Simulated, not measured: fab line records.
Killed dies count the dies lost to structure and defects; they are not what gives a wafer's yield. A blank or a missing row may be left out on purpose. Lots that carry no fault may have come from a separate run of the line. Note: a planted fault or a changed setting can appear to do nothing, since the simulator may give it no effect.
fab line records -- flow sfq-line
record lots=14, wafers=42, last-day=87
route steps=325 shown I3@136 JJ@191 M5@205 M6@259
lots that met no fault: taken from a fault-free run of the same line
start-h: the number of hours between the record's first day and the start of the first shown wafer of the lot -- wait-h: hours from the lot's prior step to this one -- " repeats the value in the row above -- L1.1+2: a row that stands for several wafers -- - either no value or no given start -- * or withheld: withheld -- < > ~ a bound
route shown NAME@n: names a module that has steps shown in the file, with the first one's number in the route -- usual: mean and standard deviation over wafers with no fault -- same: alike in all rows -- chamber/n: place in a boat -- sites: per-site readings -- _std_site: the values' standard deviation -- _edge_site: mean of outer sites minus mean of inner sites -- radius-mm: for every site, how far away it sits from the centre of the wafer -- mask NAME#n: copy n -- behind: the tool/chamber that last shaped the wafer -- hold: what put the lot on hold/how long, in hours/how the hold closed -- device: whichever transistor did not switch (one of n, p or np) -- end of line: tests of these same wafers at the route's end -- step lacking rows: just its recipe -- killed: at the first sort, the dies lost to defects and structure; wafer yield is something else -- map: a wafer's dies, x killed, . not, _ none there
set.NAME: the setting the step ran with; set.NAME@STEP: the setting that earlier step ran with -- model.NAME: the simulator's own value behind a step, which no gauge read
steps of the route over a sample of lots; a table a step, a row a wafer
services: the hour from which a tool's chamber was out of use, counted from the record's first day as start-h (under 0 if before that day), plus the number of hours and why
## steps
# step SFQ_TRILAYER_I3_METRO_MEASURE_083
# usual thk-nm=199.8/1
lot.wafer,tool,chamber,start-h,wait-h,thk-nm
L502.2,film-metro-01,-,886.70,0.3,199.3
L502.4,film-metro-01,-,886.70,0.3,200.3
L502.5,film-metro-01,-,886.70,0.3,199.9
L503.3,film-metro-01,-,931.61,0.5,200.3
L503.4,film-metro-01,-,931.61,0.5,199.3
L503.5,film-metro-01,-,931.61,0.5,199.0
L504.2,film-metro-04,-,934.41,0.3,201.7
L504.4,film-metro-04,-,934.41,0.3,200.6
L504.5,film-metro-04,-,934.41,0.3,200.8
L506.3,film-metro-01,-,940.61,0.5,200.3
L506.5,film-metro-01,-,940.61,0.5,198.6
L506.6,film-metro-01,-,940.61,0.5,199.2
L508.2,film-metro-04,-,949.41,0.3,199.0
L508.3,film-metro-04,-,949.41,0.3,200.6
L508.4,film-metro-04,-,949.41,0.3,200.4
L509.1,film-metro-01,-,958.21,0.1,199.4
L509.2,film-metro-01,-,958.21,0.1,198.3
L509.3,film-metro-01,-,958.21,0.1,198.4
L510.1,film-metro-04,-,961.21,0.1,199.7
L510.3,film-metro-04,-,961.21,0.1,199.8
L510.5,film-metro-04,-,961.21,0.1,199.9
L511.2,film-metro-02,-,967.41,0.3,200.7
L511.3,film-metro-02,-,967.41,0.3,199.8
L511.5,film-metro-02,-,967.41,0.3,202.0
L517.3,film-metro-04,-,1125.85,0.5,199.8
L517.4,film-metro-04,-,1125.85,0.5,199.6
L517.5,film-metro-04,-,1125.85,0.5,200.7
L520.1,film-metro-04,-,1131.45,0.1,199.6
L520.2,film-metro-04,-,1131.45,0.1,199.1
L520.5,film-metro-04,-,1131.45,0.1,199.2
L521.1,film-metro-01,-,1291.67,0.1,200.0
L521.2,film-metro-01,-,1291.67,0.1,201.7
L521.3,film-metro-01,-,1291.67,0.1,200.0
L523.1,film-metro-02,-,1297.67,0.1,199.7
L523.2,film-metro-02,-,1297.67,0.1,200.9
L523.3,film-metro-02,-,1297.67,0.1,200.7
L524.2,film-metro-01,-,1312.09,0.3,199.2
L524.5,film-metro-01,-,1312.09,0.3,198.2
L524.6,film-metro-01,-,1312.09,0.3,198.5
L525.3,film-metro-04,-,1323.29,0.5,200.9
L525.5,film-metro-04,-,1323.29,0.5,201.2
L525.6,film-metro-04,-,1323.29,0.5,200.6
# step SFQ_JJ_OVL_MEAS_931
# usual J5_OVL=0/5.4
lot.wafer,tool,chamber,start-h,wait-h,J5_OVL[nm]
L502.2,overlay-01,-,1043.63,0.1,2
L502.4,overlay-01,-,1043.63,0.1,3
L502.5,overlay-01,-,1043.63,0.1,11
L503.3,overlay-02,-,1051.27,0.1,-2
L503.4,overlay-02,-,1051.27,0.1,-3
L503.5,overlay-02,-,1051.27,0.1,-6
L504.2,overlay-02,-,1052.46,0.1,2
L504.4,overlay-02,-,1052.46,0.1,-1
L504.5,overlay-02,-,1052.46,0.1,0
L506.3,overlay-01,-,1057.51,0.1,-4
L506.5,overlay-01,-,1057.51,0.1,0
L506.6,overlay-01,-,1057.51,0.1,-9
L508.2,overlay-02,-,1227.65,0.1,-6
L508.3,overlay-02,-,1227.65,0.1,-9
L508.4,overlay-02,-,1227.65,0.1,-3
L509.1,overlay-02,-,1230.05,0.1,-3
L509.2,overlay-02,-,1230.05,0.1,0
L509.3,overlay-02,-,1230.05,0.1,-6
L510.1,overlay-02,-,1365.79,0.1,1
L510.3,overlay-02,-,1365.79,0.1,8
L510.5,overlay-02,-,1365.79,0.1,2
L511.2,overlay-02,-,1368.20,0.1,1
L511.3,overlay-02,-,1368.20,0.1,1
L511.5,overlay-02,-,1368.20,0.1,3
L517.3,overlay-02,-,1390.41,0.1,3
L517.4,overlay-02,-,1390.41,0.1,7
L517.5,overlay-02,-,1390.41,0.1,3
L520.1,overlay-02,-,1394.00,0.1,-15
L520.2,overlay-02,-,1394.00,0.1,-3
L520.5,overlay-02,-,1394.00,0.1,-8
L521.1,overlay-02,-,1432.56,0.1,6
L521.2,overlay-02,-,1432.56,0.1,-2
L521.3,overlay-02,-,1432.56,0.1,6
L523.1,overlay-02,-,1444.56,0.1,1
L523.2,overlay-02,-,1444.56,0.1,-3
L523.3,overlay-02,-,1444.56,0.1,-7
L524.2,overlay-01,-,1473.78,0.1,-2
L524.5,overlay-01,-,1473.78,0.1,-3
L524.6,overlay-01,-,1473.78,0.1,2
L525.3,overlay-01,-,1751.00,0.1,7
L525.5,overlay-01,-,1751.00,0.1,4
L525.6,overlay-01,-,1751.00,0.1,1
# step SFQ_TRILAYER_M5_BARC_OPEN_METAL_ETCH_161
# recipe mask-material=PR, chemistry=O2, target-depth-nm=125, target=BARC, icp-w=600, bias-w=80, pressure-mtorr=10, time-s=41.7
# usual chamber-pressure-mTorr=10.000/0.0084, drypump-motor-current-A=5.77/0.25, he-backside-leak-sccm=3.4/0.38, oes-product-au=0.685/0.0044
lot.wafer,tool,chamber,start-h,wait-h,chamber-pressure-mTorr,drypump-motor-current-A,he-backside-leak-sccm,oes-product-au,rf-hours-counter-h
L502.2,rie-metal-03,0,1174.37,0.0,10.007,5.58,3.2,0.689,1
L502.4,rie-metal-03,0,1174.37,0.0,10.017,5.56,3.3,0.675,-
L502.5,rie-metal-03,0,1174.37,0.0,10.012,5.53,3.2,0.685,-
L503.3,rie-metal-03,0,1181.21,0.0,10.012,5.57,3.4,0.685,-
L503.4,rie-metal-03,1,1181.21,0.0,9.998,6.10,3.5,0.685,-
L503.5,rie-metal-03,0,1181.21,0.0,9.999,5.59,3.3,0.688,-
L504.2,rie-metal-04,1,1183.59,0.0,10.004,5.33,3.2,0.685,107
L504.4,rie-metal-04,0,1183.59,0.0,10.000,5.88,3.4,0.691,-
L504.5,rie-metal-04,0,1183.59,0.0,10.010,5.86,5.4,0.679,-
L506.3,rie-metal-04,1,1189.61,0.0,10.004,5.36,3.4,0.683,-
L506.5,rie-metal-04,1,1189.61,0.0,10.005,5.33,2.9,0.683,-
L506.6,rie-metal-04,0,1189.61,0.0,10.010,5.88,3.7,0.687,-
L508.2,rie-metal-03,0,1364.63,0.0,9.997,5.57,3.3,0.681,30
L508.3,rie-metal-03,1,1364.63,0.0,9.994,6.15,3.2,0.687,-
L508.4,rie-metal-03,0,1364.63,0.0,9.997,5.54,3.4,0.672,-
L509.1,rie-metal-04,1,1366.34,0.0,9.992,5.35,3.3,0.680,130
L509.2,rie-metal-04,0,1366.34,0.0,9.998,5.87,3.6,0.682,13
L509.3,rie-metal-04,0,1366.34,0.0,10.007,5.88,5.6,0.681,-
L510.1,rie-metal-04,0,1488.51,0.0,10.007,5.86,3.5,0.682,33
L510.3,rie-metal-04,0,1488.51,0.0,9.992,5.88,3.5,0.687,-
L510.5,rie-metal-04,0,1488.51,0.0,10.011,5.85,3.4,0.688,-
L511.2,rie-metal-01,1,1490.93,0.0,9.997,5.95,3.3,0.686,-
L511.3,rie-metal-01,1,1490.93,0.0,10.001,5.96,3.3,0.686,-
L511.5,rie-metal-01,1,1490.93,0.0,9.991,5.95,3.3,0.692,-
L517.3,rie-metal-03,0,1512.65,0.0,10.004,5.59,3.4,0.682,-
L517.4,rie-metal-03,1,1512.65,0.0,9.992,6.07,3.3,0.676,-
L517.5,rie-metal-03,0,1512.65,0.0,9.994,5.60,3.3,0.679,-
L520.1,rie-metal-04,0,1516.23,0.0,10.004,5.87,3.3,0.687,40
L520.2,rie-metal-04,1,1516.23,0.0,9.993,5.38,3.0,0.673,2
L520.5,rie-metal-04,1,1516.23,0.0,9.999,5.39,3.2,0.678,-
L521.1,rie-metal-01,0,1550.03,0.0,9.999,5.67,3.0,0.685,6
L521.2,rie-metal-01,1,1550.03,0.0,10.004,5.96,3.8,0.692,113
L521.3,rie-metal-01,0,1550.03,0.0,9.995,5.68,3.0,0.688,-
L523.1,rie-metal-01,0,1559.63,0.0,9.992,5.65,3.3,0.688,7
L523.2,rie-metal-01,1,1559.63,0.0,9.992,5.98,3.3,0.682,114
L523.3,rie-metal-01,0,1559.63,0.0,10.004,5.68,3.2,0.683,-
L524.2,rie-metal-01,1,1584.38,0.0,10.007,5.96,3.3,0.690,117
L524.5,rie-metal-01,0,1584.38,0.0,10.002,5.66,3.2,0.684,-
L524.6,rie-metal-01,1,1584.38,0.0,9.999,5.95,3.6,0.683,-
L525.3,rie-metal-01,0,1825.38,0.0,10.011,5.65,3.0,0.687,-
L525.5,rie-metal-01,1,1825.38,0.0,10.001,5.96,3.6,0.695,-
L525.6,rie-metal-01,0,1825.38,0.0,10.001,5.64,3.2,0.680,-
# step SFQ_TRILAYER_M6_LITHO_PEB_162
# recipe peb-temp-c=115, peb-time-s=60, resist=KrF
# usual chill-plate-temp-C=22.99/0.1, exhaust-pa=44.9/0.95
lot.wafer,tool,chamber,start-h,wait-h,chill-plate-temp-C,exhaust-pa
L502.2,litho-track-04,0,1467.50,0.8,22.97,44.8
L502.4,litho-track-04,0,1467.50,0.8,22.99,46.5
L502.5,litho-track-04,0,1467.50,0.8,23.05,45.1
L503.3,litho-track-03,0,1469.93,0.7,22.84,44.6
L503.4,litho-track-03,0,1469.93,0.7,23.09,46.1
L503.5,litho-track-03,0,1469.93,0.7,22.86,45.4
L504.2,litho-track-04,0,1471.10,0.8,23.01,43.7
L504.4,litho-track-04,0,1471.10,0.8,22.92,43.5
L504.5,litho-track-04,0,1471.10,0.8,22.85,43.0
L506.3,litho-track-03,0,1477.13,0.7,23.21,44.6
L506.5,litho-track-03,0,1477.13,0.7,23.09,43.5
L506.6,litho-track-03,0,1477.13,0.7,23.15,44.2
L508.2,litho-track-03,0,1481.90,0.8,22.91,45.0
L508.3,litho-track-03,0,1481.90,0.8,22.93,45.0
L508.4,litho-track-03,0,1481.90,0.8,22.86,46.8
L509.1,litho-track-03,0,1483.08,1.0,22.84,45.1
L509.2,litho-track-03,0,1483.08,1.0,22.99,43.8
L509.3,litho-track-03,0,1483.08,1.0,22.88,44.4
L510.1,litho-track-01,0,1726.27,1.0,22.96,44.6
L510.3,litho-track-01,0,1726.27,1.0,23.01,46.7
L510.5,litho-track-01,0,1726.27,1.0,22.96,46.0
L511.2,litho-track-01,0,1731.10,0.8,23.29,43.9
L511.3,litho-track-01,0,1731.10,0.8,23.13,44.0
L511.5,litho-track-01,0,1731.10,0.8,23.17,43.2
L517.3,litho-track-04,0,1774.39,0.7,22.91,47.1
L517.4,litho-track-04,0,1774.39,0.7,22.90,44.8
L517.5,litho-track-04,0,1774.39,0.7,23.05,45.5
L520.1,litho-track-04,-,1852.10,1.0,-,-
L520.2,litho-track-04,-,1852.10,1.0,-,-
L520.5,litho-track-04,-,1852.10,1.0,-,-
L521.1,litho-track-04,-,1865.52,1.0,-,-
L521.2,litho-track-04,-,1865.52,1.0,-,-
L521.3,litho-track-04,-,1865.52,1.0,-,-
L523.1,litho-track-04,0,1870.32,1.0,23.11,43.4
L523.2,litho-track-04,0,1870.32,1.0,23.02,44.6
L523.3,litho-track-04,0,1870.32,1.0,23.18,45.0
L524.2,litho-track-01,0,1873.95,0.8,23.08,43.6
L524.5,litho-track-01,0,1873.95,0.8,23.15,44.0
L524.6,litho-track-01,0,1873.95,0.8,23.16,44.1
L525.3,litho-track-01,0,2001.17,0.7,22.92,44.9
L525.5,litho-track-01,0,2001.17,0.7,22.98,45.3
L525.6,litho-track-01,0,2001.17,0.7,23.15,44.5
## services
tool,chamber,start-h,hours,kind
film-metro-04,-,889.94,2.6,repair
film-metro-01,-,910.01,0.9,pm
film-metro-04,-,926.41,0.8,pm
film-metro-04,-,958.87,0.8,pm
film-metro-01,-,975.78,0.5,pm
film-metro-01,-,985.05,1.8,pm
film-metro-01,-,1019.55,0.9,pm
film-metro-04,-,1038.57,0.6,pm
film-metro-01,-,1095.85,0.6,pm
film-metro-04,-,1170.79,0.4,pm
film-metro-04,-,1203.87,0.9,pm
film-metro-01,-,1220.78,1.1,pm
film-metro-01,-,1263.68,0.9,pm
film-metro-04,-,1283.57,1.4,pm
film-metro-01,-,1322.29,1.3,pm
film-metro-04,-,1327.79,35.0,repair
film-metro-01,-,1340.85,0.7,pm
film-metro-04,-,1415.63,1.9,pm
film-metro-04,-,1450.07,0.4,pm
film-metro-01,-,1465.78,1.1,pm
film-metro-01,-,1508.52,0.6,pm
film-metro-04,-,1528.57,1.1,pm
film-metro-04,-,1541.63,26.0,repair
film-metro-01,-,1585.85,1.0,pm
## key
first-sign step=SFQ_TRILAYER_M6_LITHO_PEB_162, reading=tool-record, direction=missing
effect none on later readings
met-at SFQ_TRILAYER_M6_LITHO_PEB_162
struck-lots L520,L521
not-acting-at SFQ_TRILAYER_I3_METRO_MEASURE_083,SFQ_JJ_OVL_MEAS_931,SFQ_TRILAYER_M5_BARC_OPEN_METAL_ETCH_161
onset-between 1774.39 1852.10
fault kind=skipped-step-whole, tool=litho-track-04, chamber=-, onset-h=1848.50, steps=SFQ_TRILAYER_M6_LITHO_PEB_162, scope=struck-lots-only
